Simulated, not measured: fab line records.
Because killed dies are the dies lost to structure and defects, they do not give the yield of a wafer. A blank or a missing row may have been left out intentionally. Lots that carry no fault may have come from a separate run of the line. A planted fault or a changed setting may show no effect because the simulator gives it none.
fab line records || flow sky130
record {"lots": 6, "wafers": 18, "last-day": 50}
route steps=708 shown LDD_N@240 PAD_OPEN@708
lots that met no fault: taken from a fault-free run of the same line
start-h: start of the lot's first displayed wafer, in hours after the record's first day || wait-h: how many hours have passed since the lot's step before this one || " the same as in the row above || L1.1+2: several wafers, shown together as one row || - no value, or no start was given || * or withheld: withheld || < > ~ a bound
route shown NAME@n: a module of which the file shows steps, and the number in the route of the first || usual: the fault-free wafers' mean and standard deviation || same: alike in all rows || chamber/n: place in a boat || sites: readings site by site || _std_site: their standard deviation || _edge_site: outer sites' mean less inner sites' || radius-mm: for every site, how far away it sits from the centre of the wafer || mask NAME#n: copy n || behind: the last tool/chamber to shape the wafer || hold: cause of the lot's hold/its duration in hours/its outcome || device: the transistor (n, p or np) that didn't switch || end of line: the tests these same wafers got at the end of their route || a step with no rows: only its recipe || killed: not the wafer's yield, but the dies lost to structure and defects at the first sort || map: shows each die of a wafer: x if killed, . if not, _ if none is there
set.NAME: the setting as run; set.NAME@STEP: as run at that earlier step || model.NAME: the simulator's own value behind a step, which no gauge read
a table for each step, a row for each wafer; lots at some steps of the route
services: from which hour (start-h, from the record's first day; less than 0 if before it) a tool's chamber was out of use, for how many hours, and why
## steps
# step SKY_LDD_N_SOFTBAKE_03
# recipe {"temp-c": 90, "time-s": 60, "resist": "NOVOLAK"}
# step SKY_LDD_N_EXPOSE_04
# recipe {"mask-id": "NTM", "target-cd-nm": 840, "na": 0.6, "source-shape": "conventional", "sigma-outer": 0.6, "dose-mj": 110}
# step SKY_LDD_N_PEB_05
# recipe {"temp-c": "withheld", "time-s": "*", "resist": "NOVOLAK"}
# step SKY_LDD_N_DEVELOP_06
# recipe {"develop-time-s": 60, "dev-temp-c": 23}
# step SKY_LDD_N_OVL_MEAS_07
# usual {"LDD_N_OVL": "-1.1/1.4"}
{"lot.wafer": "L165.1", "tool": "overlay-01", "chamber": "-", "start-h": 467.60, "wait-h": 0.1, "LDD_N_OVL[nm]": -1.0}
{"lot.wafer": "L165.3", "tool": "overlay-01", "chamber": "-", "start-h": 467.60, "wait-h": 0.1, "LDD_N_OVL[nm]": -2.2}
{"lot.wafer": "L165.4", "tool": "overlay-01", "chamber": "-", "start-h": 467.60, "wait-h": 0.1, "LDD_N_OVL[nm]": -0.1}
{"lot.wafer": "L172.1", "tool": "overlay-01", "chamber": "-", "start-h": 520.66, "wait-h": 0.1, "LDD_N_OVL[nm]": -3.8}
{"lot.wafer": "L172.5", "tool": "overlay-01", "chamber": "-", "start-h": 520.66, "wait-h": 0.1, "LDD_N_OVL[nm]": -2.9}
{"lot.wafer": "L172.6", "tool": "overlay-01", "chamber": "-", "start-h": 520.66, "wait-h": 0.1, "LDD_N_OVL[nm]": -3.4}
{"lot.wafer": "L174.1", "tool": "overlay-02", "chamber": "-", "start-h": 539.33, "wait-h": 0.1, "LDD_N_OVL[nm]": -0.6}
{"lot.wafer": "L174.2", "tool": "overlay-02", "chamber": "-", "start-h": 539.33, "wait-h": 0.1, "LDD_N_OVL[nm]": -1.8}
{"lot.wafer": "L174.5", "tool": "overlay-02", "chamber": "-", "start-h": 539.33, "wait-h": 0.1, "LDD_N_OVL[nm]": -3.3}
{"lot.wafer": "L179.1", "tool": "overlay-02", "chamber": "-", "start-h": 577.30, "wait-h": 0.1, "LDD_N_OVL[nm]": 0.0}
{"lot.wafer": "L179.3", "tool": "overlay-02", "chamber": "-", "start-h": 577.30, "wait-h": 0.1, "LDD_N_OVL[nm]": -1.8}
{"lot.wafer": "L179.4", "tool": "overlay-02", "chamber": "-", "start-h": 577.30, "wait-h": 0.1, "LDD_N_OVL[nm]": -1.2}
{"lot.wafer": "L180.1", "tool": "overlay-02", "chamber": "-", "start-h": 593.63, "wait-h": 0.1, "LDD_N_OVL[nm]": 0.7}
{"lot.wafer": "L180.3", "tool": "overlay-02", "chamber": "-", "start-h": 593.63, "wait-h": 0.1, "LDD_N_OVL[nm]": 0.2}
{"lot.wafer": "L180.6", "tool": "overlay-02", "chamber": "-", "start-h": 593.63, "wait-h": 0.1, "LDD_N_OVL[nm]": -1.2}
{"lot.wafer": "L181.1", "tool": "overlay-02", "chamber": "-", "start-h": 597.18, "wait-h": 0.1, "LDD_N_OVL[nm]": -2.5}
{"lot.wafer": "L181.2", "tool": "overlay-02", "chamber": "-", "start-h": 597.18, "wait-h": 0.1, "LDD_N_OVL[nm]": -4.0}
{"lot.wafer": "L181.6", "tool": "overlay-02", "chamber": "-", "start-h": 597.18, "wait-h": 0.1, "LDD_N_OVL[nm]": -2.3}
# step SKY_LDD_N_IMPLANT_08
# recipe {"species": "As", "energy-kev": 20, "dose-cm2": 7.5e+13, "tilt-deg": "withheld", "rotation-deg": 23}
# step SKY_LDD_N_IMPLANT_09
# recipe {"species": "As", "energy-kev": 20, "dose-cm2": 7.5e+13, "tilt-deg": "withheld", "rotation-deg": 113}
# step SKY_LDD_N_IMPLANT_10
# recipe {"species": "As", "energy-kev": 20, "dose-cm2": 7.5e+13, "tilt-deg": "withheld", "rotation-deg": 203}
# step SKY_LDD_N_IMPLANT_11
# recipe {"species": "As", "energy-kev": 20, "dose-cm2": 7.5e+13, "tilt-deg": "withheld", "rotation-deg": 293}
# step SKY_LDD_N_IMPLANT_12
# recipe {"species": "BF2", "energy-kev": 50, "dose-cm2": 5e+12, "tilt-deg": 30, "rotation-deg": 0}
# step SKY_LDD_N_IMPLANT_13
# recipe {"species": "BF2", "energy-kev": 50, "dose-cm2": 5e+12, "tilt-deg": 30, "rotation-deg": 90}
# step SKY_LDD_N_IMPLANT_14
# recipe {"species": "BF2", "energy-kev": 50, "dose-cm2": 5e+12, "tilt-deg": 30, "rotation-deg": 180}
# step SKY_LDD_N_IMPLANT_15
# recipe {"species": "BF2", "energy-kev": 50, "dose-cm2": 5e+12, "tilt-deg": 30, "rotation-deg": 270}
# usual {"dose-ions-cm2": "4.999e+12/5.8e+09", "faraday-current-uA": "28.3/0.55"}
{"lot.wafer": "L165.1", "tool": "implanter-01", "chamber": 0, "start-h": 468.69, "wait-h": 0.1, "dose-ions-cm2": 5.007e+12, "faraday-current-uA": 27.7}
{"lot.wafer": "L165.3", "tool": "implanter-01", "chamber": 0, "start-h": 468.69, "wait-h": 0.1, "dose-ions-cm2": 5.009e+12, "faraday-current-uA": 28.3}
{"lot.wafer": "L165.4", "tool": "implanter-01", "chamber": 0, "start-h": 468.69, "wait-h": 0.1, "dose-ions-cm2": 5.008e+12, "faraday-current-uA": 28.2}
{"lot.wafer": "L172.1", "tool": "implanter-01", "chamber": 0, "start-h": 521.75, "wait-h": 0.1, "dose-ions-cm2": 4.998e+12, "faraday-current-uA": 27.9}
{"lot.wafer": "L172.5", "tool": "implanter-01", "chamber": 0, "start-h": 521.75, "wait-h": 0.1, "dose-ions-cm2": 4.995e+12, "faraday-current-uA": 28.3}
{"lot.wafer": "L172.6", "tool": "implanter-01", "chamber": 0, "start-h": 521.75, "wait-h": 0.1, "dose-ions-cm2": 4.995e+12, "faraday-current-uA": 28.8}
{"lot.wafer": "L174.1", "tool": "implanter-01", "chamber": 0, "start-h": 540.41, "wait-h": 0.1, "dose-ions-cm2": 6.292e+12, "faraday-current-uA": 35.9}
{"lot.wafer": "L174.2", "tool": "implanter-01", "chamber": 0, "start-h": 540.41, "wait-h": 0.1, "dose-ions-cm2": 6.291e+12, "faraday-current-uA": 35.9}
{"lot.wafer": "L174.5", "tool": "implanter-01", "chamber": 0, "start-h": 540.41, "wait-h": 0.1, "dose-ions-cm2": 6.294e+12, "faraday-current-uA": 36.6}
{"lot.wafer": "L179.1", "tool": "implanter-01", "chamber": 0, "start-h": 578.39, "wait-h": 0.1, "dose-ions-cm2": 6.271e+12, "faraday-current-uA": 35.6}
{"lot.wafer": "L179.3", "tool": "implanter-01", "chamber": 0, "start-h": 578.39, "wait-h": 0.1, "dose-ions-cm2": 6.278e+12, "faraday-current-uA": 35.5}
{"lot.wafer": "L179.4", "tool": "implanter-01", "chamber": 0, "start-h": 578.39, "wait-h": 0.1, "dose-ions-cm2": 6.285e+12, "faraday-current-uA": 35.6}
{"lot.wafer": "L180.1", "tool": "implanter-04", "chamber": 0, "start-h": 594.71, "wait-h": 0.1, "dose-ions-cm2": 5.007e+12, "faraday-current-uA": 28.9}
{"lot.wafer": "L180.3", "tool": "implanter-04", "chamber": 0, "start-h": 594.71, "wait-h": 0.1, "dose-ions-cm2": 5.001e+12, "faraday-current-uA": 29.0}
{"lot.wafer": "L180.6", "tool": "implanter-04", "chamber": 0, "start-h": 594.71, "wait-h": 0.1, "dose-ions-cm2": 4.996e+12, "faraday-current-uA": 28.4}
{"lot.wafer": "L181.1", "tool": "implanter-04", "chamber": 0, "start-h": 598.26, "wait-h": 0.1, "dose-ions-cm2": 5.005e+12, "faraday-current-uA": 29.2}
{"lot.wafer": "L181.2", "tool": "implanter-04", "chamber": 0, "start-h": 598.26, "wait-h": 0.1, "dose-ions-cm2": 4.995e+12, "faraday-current-uA": 29.3}
{"lot.wafer": "L181.6", "tool": "implanter-04", "chamber": 0, "start-h": 598.26, "wait-h": 0.1, "dose-ions-cm2": 4.998e+12, "faraday-current-uA": 28.4}
# step SKY_LDD_N_STRIP_16
# recipe {"chemistry": "O2/N2", "power-w": 1400, "pressure-mtorr": 1500, "platen-temp-c": "withheld", "o2-flow-sccm": 3000, "n2-flow-sccm": 300, "overash-fraction": 0.5}
# usual {"drypump-motor-current-A": "5.8/0.6", "oes-product-au": "0.406/0.0045", "strip-time-to-endpoint-s": "4.315/0.012"}
{"lot.wafer": "L165.1", "tool": "plasma-asher-01", "chamber": 1, "start-h": 468.84, "wait-h": 0.1, "drypump-motor-current-A": 5.6, "oes-product-au": 0.403, "rf-hours-counter-h": 77, "strip-time-to-endpoint-s": 4.320}
{"lot.wafer": "L165.3", "tool": "plasma-asher-01", "chamber": 0, "start-h": 468.84, "wait-h": 0.1, "drypump-motor-current-A": 6.4, "oes-product-au": 0.407, "rf-hours-counter-h": "-", "strip-time-to-endpoint-s": 4.337}
{"lot.wafer": "L165.4", "tool": "plasma-asher-01", "chamber": 1, "start-h": 468.84, "wait-h": 0.1, "drypump-motor-current-A": 5.6, "oes-product-au": 0.406, "rf-hours-counter-h": "-", "strip-time-to-endpoint-s": 4.341}
{"lot.wafer": "L172.1", "tool": "plasma-asher-03", "chamber": 0, "start-h": 521.90, "wait-h": 0.1, "drypump-motor-current-A": 4.9, "oes-product-au": 0.404, "rf-hours-counter-h": 40, "strip-time-to-endpoint-s": 4.330}
{"lot.wafer": "L172.5", "tool": "plasma-asher-03", "chamber": 1, "start-h": 521.90, "wait-h": 0.1, "drypump-motor-current-A": 6.3, "oes-product-au": 0.407, "rf-hours-counter-h": "-", "strip-time-to-endpoint-s": 4.314}
{"lot.wafer": "L172.6", "tool": "plasma-asher-03", "chamber": 0, "start-h": 521.90, "wait-h": 0.1, "drypump-motor-current-A": 4.9, "oes-product-au": 0.405, "rf-hours-counter-h": "-", "strip-time-to-endpoint-s": 4.311}
{"lot.wafer": "L174.1", "tool": "plasma-asher-03", "chamber": 0, "start-h": 540.56, "wait-h": 0.1, "drypump-motor-current-A": 4.9, "oes-product-au": 0.402, "rf-hours-counter-h": 42, "strip-time-to-endpoint-s": 4.330}
{"lot.wafer": "L174.2", "tool": "plasma-asher-03", "chamber": 1, "start-h": 540.56, "wait-h": 0.1, "drypump-motor-current-A": 6.3, "oes-product-au": 0.407, "rf-hours-counter-h": 42, "strip-time-to-endpoint-s": 4.327}
{"lot.wafer": "L174.5", "tool": "plasma-asher-03", "chamber": 0, "start-h": 540.56, "wait-h": 0.1, "drypump-motor-current-A": 4.9, "oes-product-au": 0.415, "rf-hours-counter-h": "-", "strip-time-to-endpoint-s": 4.331}
{"lot.wafer": "L179.1", "tool": "plasma-asher-04", "chamber": 1, "start-h": 578.54, "wait-h": 0.1, "drypump-motor-current-A": 6.0, "oes-product-au": 0.417, "rf-hours-counter-h": 75, "strip-time-to-endpoint-s": 4.329}
{"lot.wafer": "L179.3", "tool": "plasma-asher-04", "chamber": 0, "start-h": 578.54, "wait-h": 0.1, "drypump-motor-current-A": 5.7, "oes-product-au": 0.402, "rf-hours-counter-h": "-", "strip-time-to-endpoint-s": 4.312}
{"lot.wafer": "L179.4", "tool": "plasma-asher-04", "chamber": 1, "start-h": 578.54, "wait-h": 0.1, "drypump-motor-current-A": 6.0, "oes-product-au": 0.408, "rf-hours-counter-h": "-", "strip-time-to-endpoint-s": 4.308}
{"lot.wafer": "L180.1", "tool": "plasma-asher-03", "chamber": 0, "start-h": 594.86, "wait-h": 0.1, "drypump-motor-current-A": 4.9, "oes-product-au": 0.407, "rf-hours-counter-h": 47, "strip-time-to-endpoint-s": 4.308}
{"lot.wafer": "L180.3", "tool": "plasma-asher-03", "chamber": 0, "start-h": 594.86, "wait-h": 0.1, "drypump-motor-current-A": 4.9, "oes-product-au": 0.400, "rf-hours-counter-h": "-", "strip-time-to-endpoint-s": 4.322}
{"lot.wafer": "L180.6", "tool": "plasma-asher-03", "chamber": 1, "start-h": 594.86, "wait-h": 0.1, "drypump-motor-current-A": 6.3, "oes-product-au": 0.400, "rf-hours-counter-h": "-", "strip-time-to-endpoint-s": 4.328}
{"lot.wafer": "L181.1", "tool": "plasma-asher-03", "chamber": 0, "start-h": 598.41, "wait-h": 0.1, "drypump-motor-current-A": 4.9, "oes-product-au": 0.408, "rf-hours-counter-h": 48, "strip-time-to-endpoint-s": 4.317}
{"lot.wafer": "L181.2", "tool": "plasma-asher-03", "chamber": 1, "start-h": 598.41, "wait-h": 0.1, "drypump-motor-current-A": 6.3, "oes-product-au": 0.403, "rf-hours-counter-h": 48, "strip-time-to-endpoint-s": 4.307}
{"lot.wafer": "L181.6", "tool": "plasma-asher-03", "chamber": 0, "start-h": 598.41, "wait-h": 0.1, "drypump-motor-current-A": 4.9, "oes-product-au": 0.408, "rf-hours-counter-h": "-", "strip-time-to-endpoint-s": 4.309}
# step SKY_PAD_OPEN_PROBE_99
# usual {"killed_at_M0_to_M3": "43/7", "killed_at_M4_up": "3.1/1.9", "killed-at-contacts": "25/6.1", "killed-at-front-end": "15/4.5", "killed-at-other": "0.3/0.55", "killed-dies": "87/8.9", "killed-open": "47/6.4", "killed-short": "40/6.6"}
# same {"gross-dies": 492, "killed-at-back-side": 0}
{"lot.wafer": "L165.1", "tool": "prober-02", "chamber": "-", "start-h": 1121.72, "wait-h": 0.1, "killed_at_M0_to_M3": 42, "killed_at_M4_up": 4, "killed-at-contacts": 21, "killed-at-front-end": 22, "killed-at-other": 0, "killed-dies": 89, "killed-open": 47, "killed-short": 42, "model.etest.nfet_01v8_turned.vt-sat-v": 0.6403}
{"lot.wafer": "L165.3", "tool": "prober-02", "chamber": "-", "start-h": 1121.82, "wait-h": 0.2, "killed_at_M0_to_M3": 45, "killed_at_M4_up": 4, "killed-at-contacts": 31, "killed-at-front-end": 22, "killed-at-other": 1, "killed-dies": 103, "killed-open": 60, "killed-short": 43, "model.etest.nfet_01v8_turned.vt-sat-v": 0.6472}
{"lot.wafer": "L165.4", "tool": "prober-02", "chamber": "-", "start-h": 1121.87, "wait-h": 0.2, "killed_at_M0_to_M3": 43, "killed_at_M4_up": 5, "killed-at-contacts": 31, "killed-at-front-end": 14, "killed-at-other": 1, "killed-dies": 94, "killed-open": 48, "killed-short": 46, "model.etest.nfet_01v8_turned.vt-sat-v": 0.6453}
{"lot.wafer": "L172.1", "tool": "prober-01", "chamber": "-", "start-h": 1161.37, "wait-h": 0.1, "killed_at_M0_to_M3": 33, "killed_at_M4_up": 2, "killed-at-contacts": 18, "killed-at-front-end": 16, "killed-at-other": 1, "killed-dies": 70, "killed-open": 35, "killed-short": 35, "model.etest.nfet_01v8_turned.vt-sat-v": 0.6511}
{"lot.wafer": "L172.5", "tool": "prober-01", "chamber": "-", "start-h": 1161.57, "wait-h": 0.2, "killed_at_M0_to_M3": 33, "killed_at_M4_up": 4, "killed-at-contacts": 18, "killed-at-front-end": 21, "killed-at-other": 0, "killed-dies": 76, "killed-open": 30, "killed-short": 45, "model.etest.nfet_01v8_turned.vt-sat-v": 0.6565}
{"lot.wafer": "L172.6", "tool": "prober-01", "chamber": "-", "start-h": 1161.62, "wait-h": 0.2, "killed_at_M0_to_M3": 52, "killed_at_M4_up": 1, "killed-at-contacts": 22, "killed-at-front-end": 12, "killed-at-other": 0, "killed-dies": 87, "killed-open": 55, "killed-short": 31, "model.etest.nfet_01v8_turned.vt-sat-v": 0.6522}
{"lot.wafer": "L174.1", "tool": "prober-01", "chamber": "-", "start-h": 1165.04, "wait-h": 0.1, "killed_at_M0_to_M3": 54, "killed_at_M4_up": 2, "killed-at-contacts": 30, "killed-at-front-end": 16, "killed-at-other": 0, "killed-dies": 102, "killed-open": 54, "killed-short": 48, "model.etest.nfet_01v8_turned.vt-sat-v": 0.6508}
{"lot.wafer": "L174.2", "tool": "prober-01", "chamber": "-", "start-h": 1165.09, "wait-h": 0.1, "killed_at_M0_to_M3": 58, "killed_at_M4_up": 2, "killed-at-contacts": 33, "killed-at-front-end": 10, "killed-at-other": 0, "killed-dies": 103, "killed-open": 58, "killed-short": 44, "model.etest.nfet_01v8_turned.vt-sat-v": 0.6602}
{"lot.wafer": "L174.5", "tool": "prober-01", "chamber": "-", "start-h": 1165.24, "wait-h": 0.2, "killed_at_M0_to_M3": 38, "killed_at_M4_up": 4, "killed-at-contacts": 25, "killed-at-front-end": 15, "killed-at-other": 0, "killed-dies": 82, "killed-open": 46, "killed-short": 35, "model.etest.nfet_01v8_turned.vt-sat-v": 0.6626}
{"lot.wafer": "L179.1", "tool": "prober-02", "chamber": "-", "start-h": 1187.93, "wait-h": 0.1, "killed_at_M0_to_M3": 47, "killed_at_M4_up": 2, "killed-at-contacts": 22, "killed-at-front-end": 15, "killed-at-other": 1, "killed-dies": 87, "killed-open": 46, "killed-short": 41, "model.etest.nfet_01v8_turned.vt-sat-v": 0.6731}
{"lot.wafer": "L179.3", "tool": "prober-02", "chamber": "-", "start-h": 1188.03, "wait-h": 0.2, "killed_at_M0_to_M3": 46, "killed_at_M4_up": 1, "killed-at-contacts": 28, "killed-at-front-end": 12, "killed-at-other": 0, "killed-dies": 87, "killed-open": 45, "killed-short": 42, "model.etest.nfet_01v8_turned.vt-sat-v": 0.6625}
{"lot.wafer": "L179.4", "tool": "prober-02", "chamber": "-", "start-h": 1188.08, "wait-h": 0.2, "killed_at_M0_to_M3": 47, "killed_at_M4_up": 2, "killed-at-contacts": 23, "killed-at-front-end": 14, "killed-at-other": 0, "killed-dies": 86, "killed-open": 44, "killed-short": 42, "model.etest.nfet_01v8_turned.vt-sat-v": 0.6734}
{"lot.wafer": "L181.1", "tool": "prober-01", "chamber": "-", "start-h": 1198.71, "wait-h": 0.1, "killed_at_M0_to_M3": 38, "killed_at_M4_up": 2, "killed-at-contacts": 23, "killed-at-front-end": 16, "killed-at-other": 0, "killed-dies": 79, "killed-open": 38, "killed-short": 41, "model.etest.nfet_01v8_turned.vt-sat-v": 0.6416}
{"lot.wafer": "L181.2", "tool": "prober-01", "chamber": "-", "start-h": 1198.76, "wait-h": 0.1, "killed_at_M0_to_M3": 48, "killed_at_M4_up": 1, "killed-at-contacts": 23, "killed-at-front-end": 9, "killed-at-other": 0, "killed-dies": 81, "killed-open": 47, "killed-short": 34, "model.etest.nfet_01v8_turned.vt-sat-v": 0.644}
{"lot.wafer": "L181.6", "tool": "prober-01", "chamber": "-", "start-h": 1198.96, "wait-h": 0.2, "killed_at_M0_to_M3": 53, "killed_at_M4_up": 8, "killed-at-contacts": 26, "killed-at-front-end": 20, "killed-at-other": 0, "killed-dies": 107, "killed-open": 53, "killed-short": 54, "model.etest.nfet_01v8_turned.vt-sat-v": 0.6424}
{"lot.wafer": "L180.1", "tool": "prober-02", "chamber": "-", "start-h": 1201.93, "wait-h": 0.1, "killed_at_M0_to_M3": 30, "killed_at_M4_up": 1, "killed-at-contacts": 25, "killed-at-front-end": 29, "killed-at-other": 0, "killed-dies": 85, "killed-open": 45, "killed-short": 40, "model.etest.nfet_01v8_turned.vt-sat-v": 0.6432}
{"lot.wafer": "L180.3", "tool": "prober-02", "chamber": "-", "start-h": 1202.03, "wait-h": 0.2, "killed_at_M0_to_M3": 23, "killed_at_M4_up": 4, "killed-at-contacts": 25, "killed-at-front-end": 13, "killed-at-other": 0, "killed-dies": 65, "killed-open": 32, "killed-short": 33, "model.etest.nfet_01v8_turned.vt-sat-v": 0.6399}
{"lot.wafer": "L180.6", "tool": "prober-02", "chamber": "-", "start-h": 1202.18, "wait-h": 0.2, "killed_at_M0_to_M3": 30, "killed_at_M4_up": 4, "killed-at-contacts": 39, "killed-at-front-end": 27, "killed-at-other": 1, "killed-dies": 101, "killed-open": 48, "killed-short": 53, "model.etest.nfet_01v8_turned.vt-sat-v": 0.64}
# killed by level:class
L165.1 CONTACT:geometric-particle:open=12 FIELD_ISO:geometric-particle:short=9 METAL1:geometric-particle:short=8 FIELD_ISO:geometric-particle:open=7 VIA2:geometric-particle:open=6 VIA1:geometric-particle:short=6 VIA1:geometric-particle:open=6 VIA3:geometric-particle:open=4
L165.3 LI_CONTACT:geometric-particle:open=13 CONTACT:geometric-particle:open=10 VIA1:geometric-particle:open=9 FIELD_ISO:geometric-particle:short=7 CONTACT:geometric-particle:short=6 METAL1:geometric-particle:short=6 POLY_GATE:geometric-particle:open=5 METAL2:geometric-particle:open=5
L165.4 LI_CONTACT:geometric-particle:open=9 VIA2:geometric-particle:open=9 LOCAL_INTERCONNECT:geometric-particle:short=8 FIELD_ISO:geometric-particle:short=6 VIA1:geometric-particle:open=6 CONTACT:geometric-particle:open=6 METAL1:geometric-particle:short=6 VIA1:geometric-particle:short=4
L172.1 FIELD_ISO:geometric-particle:short=7 CONTACT:geometric-particle:open=7 VIA3:geometric-particle:open=7 VIA2:geometric-particle:open=6 LI_CONTACT:geometric-particle:open=5 METAL2:geometric-particle:short=5 POLY_GATE:geometric-particle:short=4 POLY_GATE:geometric-particle:open=3
L172.5 CONTACT:geometric-particle:open=8 FIELD_ISO:geometric-particle:short=7 METAL2:geometric-particle:short=6 METAL3:geometric-particle:short=6 VIA1:geometric-particle:short=5 CONTACT:geometric-particle:short=4 METAL4:geometric-particle:short=4 POLY_GATE:geometric-particle:open=3
L172.6 VIA1:geometric-particle:open=12 VIA2:geometric-particle:open=10 VIA3:geometric-particle:open=7 METAL1:geometric-particle:short=6 METAL2:geometric-particle:short=6 CONTACT:geometric-particle:short=5 CONTACT:geometric-particle:open=5 POLY_GATE:geometric-particle:open=4
L174.1 LI_CONTACT:geometric-particle:open=10 VIA2:geometric-particle:open=10 CONTACT:geometric-particle:open=9 METAL1:geometric-particle:short=7 VIA1:geometric-particle:open=7 METAL3:geometric-particle:short=7 POLY_GATE:geometric-particle:short=6 VIA1:geometric-particle:short=6
L174.2 CONTACT:geometric-particle:open=14 VIA2:geometric-particle:open=13 LI_CONTACT:geometric-particle:open=9 VIA3:geometric-particle:open=8 VIA1:geometric-particle:open=8 METAL1:geometric-particle:short=7 FIELD_ISO:geometric-particle:short=4 LOCAL_INTERCONNECT:geometric-particle:short=4
L174.5 CONTACT:geometric-particle:open=11 VIA1:geometric-particle:short=8 VIA1:geometric-particle:open=8 METAL1:geometric-particle:short=7 LI_CONTACT:geometric-particle:open=5 LI_CONTACT:geometric-particle:short=4 FIELD_ISO:geometric-particle:open=3 METAL4:geometric-particle:short=3
L179.1 VIA1:geometric-particle:open=17 LOCAL_INTERCONNECT:geometric-particle:short=7 FIELD_ISO:geometric-particle:open=6 METAL1:geometric-particle:short=6 VIA2:geometric-particle:open=6 LI_CONTACT:geometric-particle:open=4 VIA1:geometric-particle:short=4 LI_CONTACT:geometric-particle:short=3
L179.3 VIA1:geometric-particle:open=11 LOCAL_INTERCONNECT:geometric-particle:short=8 LI_CONTACT:geometric-particle:open=7 CONTACT:geometric-particle:open=7 VIA1:geometric-particle:short=7 VIA2:geometric-particle:open=7 METAL2:geometric-particle:short=6 METAL1:geometric-particle:short=6
L179.4 VIA3:geometric-particle:open=11 VIA2:geometric-particle:open=9 CONTACT:geometric-particle:open=8 CONTACT:geometric-particle:short=6 METAL1:geometric-particle:short=6 VIA1:geometric-particle:short=6 FIELD_ISO:geometric-particle:short=4 FIELD_ISO:geometric-particle:open=4
L181.1 CONTACT:geometric-particle:open=9 VIA1:geometric-particle:open=9 METAL2:geometric-particle:short=8 FIELD_ISO:geometric-particle:short=6 LOCAL_INTERCONNECT:geometric-particle:short=5 METAL1:geometric-particle:short=5 POLY_GATE:geometric-particle:short=4 LI_CONTACT:geometric-particle:open=4
L181.2 VIA3:geometric-particle:open=10 VIA1:geometric-particle:open=9 CONTACT:geometric-particle:short=6 METAL2:geometric-particle:short=6 FIELD_ISO:geometric-particle:open=5 CONTACT:geometric-particle:open=5 VIA2:geometric-particle:short=5 VIA3:geometric-particle:short=5
L181.6 VIA1:geometric-particle:open=14 LI_CONTACT:geometric-particle:open=7 CONTACT:geometric-particle:open=7 METAL2:geometric-particle:short=7 FIELD_ISO:geometric-particle:short=6 VIA1:geometric-particle:short=6 METAL4:geometric-particle:short=6 VIA2:geometric-particle:short=6
L180.1 FIELD_ISO:geometric-particle:short=9 LI_CONTACT:geometric-particle:open=8 POLY_GATE:geometric-particle:short=7 VIA3:geometric-particle:open=7 VIA1:geometric-particle:open=6 FIELD_ISO:geometric-particle:open=5 CONTACT:geometric-particle:open=5 POLY_GATE:geometric-particle:open=4
L180.3 CONTACT:geometric-particle:open=10 CONTACT:geometric-particle:short=6 VIA1:geometric-particle:open=4 LOCAL_INTERCONNECT:geometric-particle:short=4 METAL2:geometric-particle:short=4 FIELD_ISO:geometric-particle:open=3 POLY_GATE:geometric-particle:short=3 LI_CONTACT:geometric-particle:short=3
L180.6 CONTACT:geometric-particle:open=14 LOCAL_INTERCONNECT:geometric-particle:short=11 POLY_GATE:geometric-particle:open=9 FIELD_ISO:geometric-particle:short=6 POLY_GATE:geometric-particle:short=6 LI_CONTACT:geometric-particle:open=6 VIA3:geometric-particle:short=5 CONTACT:geometric-particle:short=5
## services
{"tool": "implanter-01", "chamber": "-", "start-h": 502.54, "hours": 2.8, "kind": "repair"}
{"tool": "implanter-01", "chamber": "-", "start-h": 552.13, "hours": 5.5, "kind": "repair"}
{"tool": "plasma-asher-03", "chamber": "-", "start-h": 585.74, "hours": 2.3, "kind": "repair"}
## key
first-sign {"step": "SKY_LDD_N_IMPLANT_15", "reading": "dose-ions-cm2", "direction": "up", "sigmas": "99+", "usual": "*", "struck": "*"}
effect {"step": "SKY_LDD_N_IMPLANT_15", "reading": "faraday-current-uA", "direction": "up", "sigmas": 14, "usual": 28.3, "struck": 35.9}
model-effect {"step": "SKY_PAD_OPEN_PROBE_99", "value": "etest.nfet_01v8_turned.vt-sat-v", "without": 0.6467, "struck": 0.6638}
met-at SKY_LDD_N_IMPLANT_15
struck-wafers L174.1,L174.2,L174.5,L179.1,L179.3,L179.4
tester-left-out L174,L179
onset-between 521.75 540.41
fault {"kind": "process-parameter-drift", "tool": "implanter-01", "chamber": "-", "onset-h": 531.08, "steps": "SKY_LDD_N_IMPLANT_15", "channel": "dose-cm2", "offset": "*", "shape": "step", "end-h": 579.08, "acts-in": "*", "stated": "*"}
# tester-left-out: of these lots the tester's yield and bins aren't shown, on N5 and GAA mostly nor the transistor test; their killed dies are dies lost to structure and defects alone, not to doping, threshold or leakage, so they don't give the yield
